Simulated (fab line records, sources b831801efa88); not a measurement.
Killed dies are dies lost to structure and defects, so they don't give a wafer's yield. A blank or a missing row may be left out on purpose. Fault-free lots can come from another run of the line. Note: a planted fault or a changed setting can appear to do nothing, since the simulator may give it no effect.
Which of the tools did it? ; flow gf180mcu ; 72 wafers from 24 lots sampled at 2 of the route's 602 steps

## WHAT THE GAUGES SHOWED, per wafer
GF_HV_LDD_TW_MEAS_11. Usual: HV_LDD_TW gives 2395 (standard deviation 23).
lot;measured;on;HV_LDD_TW;flag
L074;day 10 07:32;filmMetro-04;2401 2410 2404;
L076;day 10 13:13;filmMetro-04;2407 2394 2392;
L075;day 10 16:34;filmMetro-02;2370 2378 2381;
L077;day 10 20:08;filmMetro-02;2382 2385 2379;
L078;day 11 07:32;filmMetro-02;2408 2376 2380;
L079;day 11 14:01;filmMetro-04;2405 2413 2405;
L080;day 11 23:17;filmMetro-02;2385 2390 2391;
L081;day 12 02:29;filmMetro-02;2378 2375 2380;
L082;day 12 07:19;filmMetro-02;2384 2381 2372;
L083;day 12 18:43;filmMetro-02;2377 2387 2379;
L084;day 13 00:23;filmMetro-02;2371 2380 2366;
L085;day 13 08:34;filmMetro-02;2373 2378 2374;
L086;day 13 15:02;filmMetro-02;2363 2368 2363;
L087;day 14 03:41;filmMetro-02;2398 2404 2390;
L088;day 14 12:52;filmMetro-01;2441 2445 2443;
L089;day 14 20:01;filmMetro-04;2404 2402 2391;
L090;day 14 22:55;filmMetro-04;2384 2391 2399;
L091;day 15 04:52;filmMetro-04;2437 2420 2415;
L092;day 15 16:46;filmMetro-04;2417 2404 2423;
L093;day 16 00:22;filmMetro-04;2411 2398 2415;
L094;day 16 06:34;filmMetro-02;2398 2387 2379;
L095;day 16 08:49;filmMetro-02;2384 2395 2389;
L096;day 17 01:56;filmMetro-02;2370 2387 2369;
L097;day 17 05:20;filmMetro-01;2461 2471 2456;

GF_NSD_CD_MEAS_07 targets a cd of 400 nm. Usual: 400.3 nm for cdNm, sd 2.4.
lot;measured;on;cdNm (nm);flag
L074;day 13 15:05;cdSem-02;399.2 401.4 398.6;
L076;day 13 21:43;cdSem-02;401.0 401.9 399.7;
L075;day 14 02:34;cdSem-02;396.4 397.4 395.1;
L077;day 14 06:41;cdSem-02;399.5 398.0 400.8;
L078;day 14 18:41;cdSem-02;400.5 400.6 401.5;
L079;day 15 03:07;cdSem-02;401.0 401.0 400.9;
L080;day 15 11:43;cdSem-01;404.2 404.3 403.0;
L081;day 15 15:31;cdSem-02;399.0 400.1 398.8;
L082;day 15 20:49;cdSem-01;399.8 402.3 401.6;
L083;day 16 10:07;cdSem-02;401.1 401.7 400.1;
L084;day 16 18:05;cdSem-01;399.3 401.0 401.3;
L085;day 17 01:46;cdSem-01;402.7 403.8 400.3;
L086;day 17 09:17;cdSem-02;402.7 403.8 405.3;
L087;day 18 01:32;cdSem-02;402.8 401.0 401.0;
L088;day 18 11:19;cdSem-01;398.9 397.5 399.8;
L089;day 18 18:52;cdSem-01;398.8 398.7 396.0;
L090;day 19 00:01;cdSem-01;402.7 403.2 402.1;
L091;day 19 05:28;cdSem-02;402.3 400.1 399.7;
L092;day 19 17:13;cdSem-01;402.5 400.5 398.3;
L093;day 20 02:28;cdSem-02;398.8 399.5 400.7;
L094;day 20 09:16;cdSem-02;400.2 400.7 399.1;
L095;day 20 11:25;cdSem-02;393.9 395.7 395.5;
L096;day 21 04:52;cdSem-01;399.5 396.2 396.0;
L097;day 21 07:41;cdSem-01;397.1 399.0 399.8;

## EACH LOT AND THE TOOL THAT RAN IT (in order: tool; ch and the chambers of the sampled wafers; start)
There is no process step in the record ahead of these readings.

## AS READ BY THE TOOLS THEMSELVES (means over the sampled wafers that have a number; for cases with no such wafer, the mark the record gives instead)
The record holds no such reading with a usual standard deviation.

## THE ANSWER, worked out from the rows above alone
Rule: take the mean of a lot's wafers that have a number; if it is more than 3 standard deviations from the usual mean, the lot is off. Also off: a lot with no number at a reading for which 4 or more lots have one. All remaining lots with rows at the step are treated as sound. Order of review: gauges by route order, followed by the tools' own readings, for which a lot's mean as printed above is used. At the first step where some lot is off, the reading lying furthest off is the one used; lots without a number count as furthest.
No lot is off on any of the readings shown, so nothing can be concluded from this.

## WHAT THE SIMULATOR HAD PUT IN
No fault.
